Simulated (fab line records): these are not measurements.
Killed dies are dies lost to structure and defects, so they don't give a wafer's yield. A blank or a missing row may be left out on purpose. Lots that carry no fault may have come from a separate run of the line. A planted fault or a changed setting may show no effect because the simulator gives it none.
fab line records -- flow sky130
[record] lots = 5, wafers = 15, lastDay = 49
route steps=708 shown LDD_HVN@270 LDD_HVP@278
lots with no fault: from the same line, run without faults
startH: hours from the record's opening day to when the first of the lot's shown wafers began -- waitH: hours since the lot's step before -- " the same as in the row above -- L1.1+2: several wafers, shown together as one row -- - no value, or no start was given -- * or withheld: withheld -- < > ~ a bound
route shown NAME@n: NAME is a module with steps in the file, n the number in the route of the first one -- usual: mean and standard deviation over wafers with no fault -- same: alike in all rows -- chamber/n: place in a boat -- sites: per-site readings -- _std_site: the standard deviation of these -- _edge_site: the outer-site mean with the inner-site mean subtracted -- radiusMm: how far each site lies from the wafer's centre -- mask NAME#n: copy n -- behind: the most recent tool/chamber to have shaped the wafer -- hold: cause of the lot's hold/its duration in hours/its outcome -- device: the transistor (n, p or np) that didn't switch -- end of line: the route-end tests of the same wafers -- where a step has no rows: the recipe by itself -- killed: at the first sort, the dies lost to defects and structure; wafer yield is something else -- map: per-die view of a wafer (x killed, . not killed, _ where there is no die)
set.NAME: the run value of the setting; set.NAME@STEP: its run value at that earlier step -- model.NAME: the simulator's own value behind a step, which no gauge read
a table for each step, a row for each wafer; lots at some steps of the route
services: from which hour (startH, from the record's first day; less than 0 if before it) a tool's chamber was out of use, for how many hours, and why
[[steps]]
[step SKY_LDD_HVN_SOFTBAKE_03]
[recipe] tempC = 90, timeS = 60, resist = NOVOLAK
[step SKY_LDD_HVN_EXPOSE_04]
[recipe] maskId = HVNTM, na = 0.6, sourceShape = conventional, sigmaOuter = 0.6, polarization = unpolarized, targetCdNm = 700, doseMj = 127
[step SKY_LDD_HVN_PEB_05]
[recipe] tempC = withheld, timeS = *, resist = NOVOLAK
[step SKY_LDD_HVN_DEVELOP_06]
[recipe] resist = NOVOLAK, developer = TMAH, developTimeS = 60, devTempC = 23
[step SKY_LDD_HVN_OVL_MEAS_07]
[usual] LDD_HVN_OVL = -1.1/1.5
lot.wafer,tool,chamber,startH,waitH,LDD_HVN_OVL[nm]
L293.1,overlay-02,-,484.01,0.1,-3.2
L293.2,overlay-02,-,484.01,0.1,-4.0
L293.5,overlay-02,-,484.01,0.1,-4.0
L298.1,overlay-01,-,536.60,0.1,0.7
L298.2,overlay-01,-,536.60,0.1,-1.3
L298.5,overlay-01,-,536.60,0.1,0.3
L299.2,overlay-01,-,537.26,0.1,-2.7
L299.4,overlay-01,-,537.26,0.1,-2.4
L299.5,overlay-01,-,537.26,0.1,-0.8
L302.1,overlay-01,-,556.91,0.1,1.5
L302.2,overlay-01,-,556.91,0.1,0.4
L302.4,overlay-01,-,556.91,0.1,-0.9
L311.2,overlay-02,-,635.37,0.1,-1.4
L311.3,overlay-02,-,635.37,0.1,-2.5
L311.6,overlay-02,-,635.37,0.1,-0.1
[step SKY_LDD_HVN_IMPLANT_08]
[recipe] species = P, energyKev = 60, doseCm2 = 3e+13, tiltDeg = 40
[step SKY_LDD_HVN_STRIP_09]
[recipe] chemistry = O2/N2, powerW = 1400, pressureMtorr = 1500, platenTempC = withheld, o2FlowSccm = 3000, n2FlowSccm = 300, overashFraction = 0.5
[usual] chamberPressureMTorr = 1500.1/1.3, drypumpMotorCurrentA = 5.7/0.47, oesProductAu = 0.408/0.0043, stripTimeToEndpointS = 4.133/0.016
lot.wafer,tool,chamber,startH,waitH,chamberPressureMTorr,drypumpMotorCurrentA,oesProductAu,rfHoursCounterH,stripTimeToEndpointS
L293.1,plasmaAsher-03,1,484.20,0.1,1499.6,6.2,0.408,64,4.115
L293.2,plasmaAsher-03,0,484.20,0.1,1500.3,6.2,0.403,64,4.135
L293.5,plasmaAsher-03,0,484.20,0.1,1500.1,6.2,0.411,-,4.104
L298.1,plasmaAsher-01,1,536.79,0.1,1500.0,5.5,0.402,87,4.143
L298.2,plasmaAsher-01,0,536.79,0.1,1500.7,5.3,0.402,87,4.133
L298.5,plasmaAsher-01,1,536.79,0.1,1499.7,5.5,0.411,-,4.110
L299.2,plasmaAsher-01,1,537.44,0.1,1502.3,5.5,0.406,87,4.127
L299.4,plasmaAsher-01,1,537.44,0.1,1499.6,5.5,0.402,-,4.111
L299.5,plasmaAsher-01,1,537.44,0.1,1500.1,5.5,0.413,-,4.117
L302.1,plasmaAsher-02,1,557.10,0.1,1498.4,6.2,0.414,44,4.138
L302.2,plasmaAsher-02,0,557.10,0.1,1498.9,5.2,0.411,44,4.141
L302.4,plasmaAsher-02,0,557.10,0.1,1502.4,5.2,0.410,-,4.139
L311.2,plasmaAsher-01,0,635.55,0.1,1501.5,5.3,0.412,97,4.115
L311.3,plasmaAsher-01,0,635.55,0.1,1499.9,5.3,0.409,-,4.110
L311.6,plasmaAsher-01,0,635.55,0.1,1500.3,5.3,0.412,-,4.122
[step SKY_LDD_HVN_TW_MEAS_10]
[usual] LDD_HVN_TW = 1432/23
lot.wafer,tool,chamber,startH,waitH,LDD_HVN_TW
L293.1,filmMetro-04,-,484.30,0.1,1406
L293.2,filmMetro-04,-,484.30,0.1,1402
L293.5,filmMetro-04,-,484.30,0.1,1405
L298.1,filmMetro-01,-,536.89,0.1,1447
L298.2,filmMetro-01,-,536.89,0.1,1444
L298.5,filmMetro-01,-,536.89,0.1,1453
L299.2,filmMetro-01,-,537.55,0.1,1450
L299.4,filmMetro-01,-,537.55,0.1,1444
L299.5,filmMetro-01,-,537.55,0.1,1444
L302.1,filmMetro-01,-,557.20,0.1,1441
L302.2,filmMetro-01,-,557.20,0.1,1449
L302.4,filmMetro-01,-,557.20,0.1,1449
L311.2,filmMetro-01,-,635.66,0.1,1448
L311.3,filmMetro-01,-,635.66,0.1,1449
L311.6,filmMetro-01,-,635.66,0.1,1451
[step SKY_LDD_HVP_DEHYDRATE_00]
[recipe] tempC = 200, timeS = 60
[step SKY_LDD_HVP_HMDS_01]
[recipe] primeTimeS = 60, primeTempC = 120
[step SKY_LDD_HVP_COAT_02]
[recipe] resist = NOVOLAK, spinRpm = 3000, resistThkNm = 300
[step SKY_LDD_HVP_SOFTBAKE_03]
[recipe] tempC = 90, timeS = 60, resist = NOVOLAK
[step SKY_LDD_HVP_EXPOSE_04]
[recipe] maskId = HVPTM, na = 0.6, sourceShape = conventional, sigmaOuter = 0.6, polarization = unpolarized, targetCdNm = 700, doseMj = 86
lot.wafer,tool,chamber,startH,waitH,mask
L293.1+2+5,ilineStepper-01,0,499.65,-,HVPTM#0
L298.1+2+5,ilineStepper-01,0,551.63,-,LDNTM#0
L299.2+4+5,ilineStepper-01,0,552.29,-,HVPTM#0
L302.1+2+4,ilineStepper-02,0,572.33,-,HVPTM#0
L311.2+3+6,ilineStepper-02,0,650.04,-,HVPTM#0
[step SKY_LDD_HVP_PEB_05]
[recipe] tempC = withheld, timeS = *, resist = NOVOLAK
[step SKY_LDD_HVP_DEVELOP_06]
[recipe] resist = NOVOLAK, developer = TMAH, developTimeS = 60, devTempC = 23
[step SKY_LDD_HVP_OVL_MEAS_07]
[usual] LDD_HVP_OVL = -0.5/1.6
lot.wafer,tool,chamber,startH,waitH,LDD_HVP_OVL[nm]
L293.1,overlay-02,-,513.62,0.1,-0.3
L293.2,overlay-02,-,513.62,0.1,-1.0
L293.5,overlay-02,-,513.62,0.1,1.0
L298.1,overlay-01,-,566.60,0.1,-
L298.2,overlay-01,-,566.60,0.1,-
L298.5,overlay-01,-,566.60,0.1,-
L299.2,overlay-01,-,567.71,0.1,-0.8
L299.4,overlay-01,-,567.71,0.1,-0.3
L299.5,overlay-01,-,567.71,0.1,-0.2
L302.1,overlay-02,-,586.62,0.1,-3.3
L302.2,overlay-02,-,586.62,0.1,-1.6
L302.4,overlay-02,-,586.62,0.1,-0.8
L311.2,overlay-01,-,662.96,0.1,2.2
L311.3,overlay-01,-,662.96,0.1,1.2
L311.6,overlay-01,-,662.96,0.1,0.6
[step SKY_LDD_HVP_IMPLANT_08]
[recipe] species = B, energyKev = 20, doseCm2 = 1.7e+13, tiltDeg = 17.9
[step SKY_LDD_HVP_STRIP_09]
[recipe] chemistry = O2/N2, powerW = 1400, pressureMtorr = 1500, platenTempC = withheld, o2FlowSccm = 3000, n2FlowSccm = 300, overashFraction = 0.5
[usual] chamberPressureMTorr = 1500.0/1.4, drypumpMotorCurrentA = 6.0/0.34, oesProductAu = 0.409/0.0048, stripTimeToEndpointS = 4.129/0.014
lot.wafer,tool,chamber,startH,waitH,chamberPressureMTorr,drypumpMotorCurrentA,oesProductAu,rfHoursCounterH,stripTimeToEndpointS
L293.1,plasmaAsher-03,0,513.81,0.1,1503.0,6.2,0.408,67,4.128
L293.2,plasmaAsher-03,1,513.81,0.1,1501.2,6.2,0.407,67,4.137
L293.5,plasmaAsher-03,1,513.81,0.1,1501.4,6.2,0.397,-,4.116
L298.1,plasmaAsher-02,0,566.79,0.1,1500.2,5.2,0.408,45,4.121
L298.2,plasmaAsher-02,1,566.79,0.1,1501.8,6.2,0.413,45,4.141
L298.5,plasmaAsher-02,1,566.79,0.1,1501.5,6.2,0.408,-,4.126
L299.2,plasmaAsher-04,1,567.89,0.1,1498.5,6.0,0.414,13,4.127
L299.4,plasmaAsher-04,1,567.89,0.1,1500.0,6.0,0.404,-,4.117
L299.5,plasmaAsher-04,0,567.89,0.1,1501.3,5.7,0.410,-,4.137
L302.1,plasmaAsher-04,1,586.81,0.1,1500.5,6.0,0.400,15,4.116
L302.2,plasmaAsher-04,0,586.81,0.1,1500.4,5.7,0.414,15,4.098
L302.4,plasmaAsher-04,0,586.81,0.1,1499.7,5.8,0.408,-,4.107
L311.2,plasmaAsher-04,0,663.14,0.1,1497.6,5.7,0.409,23,4.133
L311.3,plasmaAsher-04,0,663.14,0.1,1500.0,5.7,0.406,-,4.118
L311.6,plasmaAsher-04,1,663.14,0.1,1500.9,6.0,0.412,-,4.136
[step SKY_LDD_HVP_TW_MEAS_10]
[usual] LDD_HVP_TW = 462/3.3
lot.wafer,tool,chamber,startH,waitH,hold,LDD_HVP_TW
L293.1,filmMetro-01,-,513.91,0.1,-,460
L293.2,filmMetro-01,-,513.91,0.1,-,462
L293.5,filmMetro-01,-,513.91,0.1,-,458
L298.1,filmMetro-03,-,566.89,0.1,awaitDispo/0.2h/release,31
L298.2,filmMetro-03,-,566.89,0.1,awaitDispo/0.2h/release,31
L298.5,filmMetro-03,-,566.89,0.1,awaitDispo/0.2h/release,31
L298.1,filmMetro-03,-,567.11,0.2,-,31
L298.2,filmMetro-03,-,567.11,0.2,-,31
L298.5,filmMetro-03,-,567.11,0.2,-,31
L299.2,filmMetro-02,-,568.00,0.1,-,465
L299.4,filmMetro-02,-,568.00,0.1,-,463
L299.5,filmMetro-02,-,568.00,0.1,-,461
L302.1,filmMetro-02,-,586.91,0.1,-,461
L302.2,filmMetro-02,-,586.91,0.1,-,464
L302.4,filmMetro-02,-,586.91,0.1,-,464
L311.2,filmMetro-01,-,663.25,0.1,-,457
L311.3,filmMetro-01,-,663.25,0.1,-,457
L311.6,filmMetro-01,-,663.25,0.1,-,455
[[services]]
tool,chamber,startH,hours,kind
plasmaAsher-02,-,470.61,3.7,repair
plasmaAsher-04,-,513.86,2.8,repair
ilineStepper-02,-,523.23,0.7,repair
ilineStepper-02,-,548.10,4.4,pm
ilineStepper-02,0,563.69,-,calibration
plasmaAsher-03,-,565.38,2.8,pm
ilineStepper-01,-,568.41,2.1,pm
ilineStepper-01,-,570.49,-,consumableReplace:lamp
ilineStepper-01,0,576.77,-,calibration
plasmaAsher-03,-,582.89,2.7,repair
ilineStepper-01,-,598.90,1.7,pm
plasmaAsher-03,-,630.04,1.9,repair
[[key]]
[firstSign] step = SKY_LDD_HVP_EXPOSE_04, reading = mask, direction = changed
[effect] step = SKY_LDD_HVP_OVL_MEAS_07, reading = LDD_HVP_OVL, direction = missing
[effect] step = SKY_LDD_HVP_TW_MEAS_10, reading = visit, direction = added
[effect] step = SKY_LDD_HVP_TW_MEAS_10, reading = LDD_HVP_TW, direction = down, sigmas = 99+, usual = 462, struck = 31
metAt SKY_LDD_HVP_EXPOSE_04
struckWafers L298.1,L298.2,L298.5
scrappedBehind SKY_LDD_HVP_TW_MEAS_10 L298.1,L298.2,L298.5
onsetBetween 499.65 551.63
[fault] kind = wrongMask, tool = any, chamber = -, onsetH = 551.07, steps = SKY_LDD_HVP_EXPOSE_04, auxCopy = LDNTM#0, scope = struckLotsOnly
